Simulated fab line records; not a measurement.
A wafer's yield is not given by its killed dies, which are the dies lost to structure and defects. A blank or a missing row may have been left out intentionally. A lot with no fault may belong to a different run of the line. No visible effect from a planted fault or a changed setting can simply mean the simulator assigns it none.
Struck lot and sound lot, side by side    flow sky130    14 steps out of a route of 708
Sound: these wafers, L364.2, L364.3, L364.6. Wafers struck: L367.2, L367.3, L367.5. The cause is named last.
Per side, at each step with rows, come the tool, then ch with its chambers, and then its first start. Under that, the readings that differ: sound wafers    struck wafers    difference of the means    sigmas: that difference in standard deviations of wafers without a fault.
alike: same words and numbers on both sides, and readings whose means sit less than 2 such deviations apart. not compared: any withheld reading, any reading some wafer has no value for, any bound like >300 that may hide the same value, and any number with overlapping values for which the record gives no deviation.
Wherever a step has rows on one side only, a row that says differs or no value, or a row with sigmas, the two part there. When numbers do not overlap yet have no deviation, they are printed without sigmas and do not part them. A reading missing from all wafers of one side parts the sides only when that side holds two or more wafers.

SKY_SD_N_RS_MEAS_18: a four-point-probe measurement.
  struck on film-metro-02, day 32 00:13; sound on film-metro-04, day 31 03:41
  alike: RES_XHIGH_RS
then, 2 steps without rows for these wafers: SKY_SALICIDE_CLEAN_00 (cleans in HF-last, time 30 s); SKY_LI_CONTACT_HDPCVD_00 (deposits PSG, target thk 930 nm, time 155 s).
SKY_LI_CONTACT_THK_MEAS_01:
  struck on film-metro-04, day 32 00:26; sound on film-metro-02, day 31 03:55
  alike: LI_CONTACT_HDPCVD_THK
SKY_LI_CONTACT_CMP_02: polishes PSG.
  sound on cmp-01 ch 0,1,3, day 31 04:01; struck on cmp-01 ch 1,2, day 32 00:58
  alike: motor-current-A, time-to-endpoint-s
SKY_LI_CONTACT_BOW_MEAS_03:
  struck on film-metro-02, day 32 01:14; sound on film-metro-03, day 31 04:17
  alike: LI_CONTACT_BOW
then, 6 steps without rows for these wafers: SKY_LI_CONTACT_DEHYDRATE_04 (time 60 s); SKY_LI_CONTACT_HMDS_05 (prime time 60 s); SKY_LI_CONTACT_COAT_06 (resist thk 60 nm); SKY_LI_CONTACT_COAT_07 (resist thk 450 nm); SKY_LI_CONTACT_SOFTBAKE_08 (time 90 s); SKY_LI_CONTACT_EXPOSE_09 (exposes mask LICM1, target cd 170 nm).
SKY_LI_CONTACT_PEB_10:
  sound on litho-track-04 ch 0, day 32 07:00; struck on litho-track-02, day 33 04:00
reading          sound           struck  difference                     sigmas
exhaust-pa (Pa)  45.2 44.6 44.8  - - -   no value on the struck wafers  
  not compared: chill-plate-temp-C
then, 1 step without rows for these wafers: SKY_LI_CONTACT_DEVELOP_11 (develop time 60 s).

## WHERE THEY PART
Within this record, at SKY_LI_CONTACT_PEB_10 only.

WHY: the cause the simulator had injected
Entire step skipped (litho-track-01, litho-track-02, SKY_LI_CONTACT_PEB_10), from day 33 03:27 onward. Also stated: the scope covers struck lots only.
